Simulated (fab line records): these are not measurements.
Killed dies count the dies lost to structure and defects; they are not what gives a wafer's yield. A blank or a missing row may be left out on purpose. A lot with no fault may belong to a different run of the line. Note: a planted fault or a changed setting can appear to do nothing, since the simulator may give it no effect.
Check for tools in common	flow gf180mcu	Lots sampled 14, wafers sampled 42

## WHY IT WAS OPENED
2 of 14 lots carry a flag on the reading VT_IMPLANT_3_TW at GF_VT_IMPLANT_TW_MEAS_32. Wafers without a fault read 273, standard deviation 3.7.
Rule: a lot is flagged in two cases, either no wafer of it has a number, or all its wafers with numbers fall more than 4 standard deviations from that mean. All remaining lots are regarded as sound.

lot	measured	on	VT_IMPLANT_3_TW, wafer by wafer	flag
L667	day 7 04:34	filmMetro-01	275 275 274	
L668	day 7 12:30	filmMetro-02	267 267 267	
L671	day 8 02:34	filmMetro-03	272 274 275	
L673	day 8 12:33	filmMetro-03	275 275 274	
L675	day 8 22:51	filmMetro-03	275 275 273	
L676	day 9 06:42	filmMetro-03	277 277 275	
L677	day 9 14:28	filmMetro-01	272 274 274	
L678	day 9 22:10	filmMetro-01	335 337 336	FLAGGED
L679	day 10 02:58	filmMetro-02	264 265 265	
L682	day 11 02:10	filmMetro-01	275 275 274	
L683	day 11 06:13	filmMetro-03	338 338 339	FLAGGED
L685	day 11 22:33	filmMetro-01	275 275 276	
L689	day 13 03:21	filmMetro-03	277 276 276	
L690	day 13 05:07	filmMetro-01	275 275 274	
Average over the flagged lots: 337; offset from the usual +64, equal to +17 standard deviations.

## EACH LOT AND THE TOOL IT RAN ON
The record holds 1 process step before the reading, out of a route of 602 steps. Cell contents, in order: the tool; ch with the chambers the sampled wafers went through; the start.
lot	flag	GF_VT_IMPLANT_IMPLANT_30
L667		implanter-04 ch 0, day 7 04:20
L668		implanter-04 ch 0, day 7 12:15
L671		implanter-04 ch 0, day 8 02:20
L673		implanter-01 ch 0, day 8 12:18
L675		implanter-01 ch 0, day 8 22:36
L676		implanter-01 ch 0, day 9 06:27
L677		implanter-01 ch 0, day 9 14:14
L678	FLAGGED	implanter-03 ch 0, day 9 21:37
L679		implanter-01 ch 0, day 10 02:43
L682		implanter-03 ch 0, day 11 01:55
L683	FLAGGED	implanter-01 ch 0, day 11 05:39
L685		implanter-04 ch 0, day 11 22:18
L689		implanter-03 ch 0, day 13 03:06
L690		implanter-04 ch 0, day 13 04:52
These steps, and what they do:
- GF_VT_IMPLANT_IMPLANT_30
- GF_VT_IMPLANT_TW_MEAS_32

## FLAGGED OVER TOTAL, TOOL BY TOOL (the gauges that took the reading come last)
step	tool	lots run	flagged	share of the flagged lots	sound lots run after its first flagged lot
GF_VT_IMPLANT_IMPLANT_30	implanter-01	6	1	some	0
GF_VT_IMPLANT_IMPLANT_30	implanter-03	3	1	some	2 (L682,L689)
GF_VT_IMPLANT_IMPLANT_30	implanter-04	5	0	none	-
GF_VT_IMPLANT_TW_MEAS_32	filmMetro-01	6	1	some	3 (L682,L685,L690)
GF_VT_IMPLANT_TW_MEAS_32	filmMetro-02	2	0	none	-
GF_VT_IMPLANT_TW_MEAS_32	filmMetro-03	6	1	some	1 (L689)

## WHAT IS ALLOWED BY THE TABLE
No row of the table ran every flagged lot.

## WHAT WAS PUT IN BY THE SIMULATOR
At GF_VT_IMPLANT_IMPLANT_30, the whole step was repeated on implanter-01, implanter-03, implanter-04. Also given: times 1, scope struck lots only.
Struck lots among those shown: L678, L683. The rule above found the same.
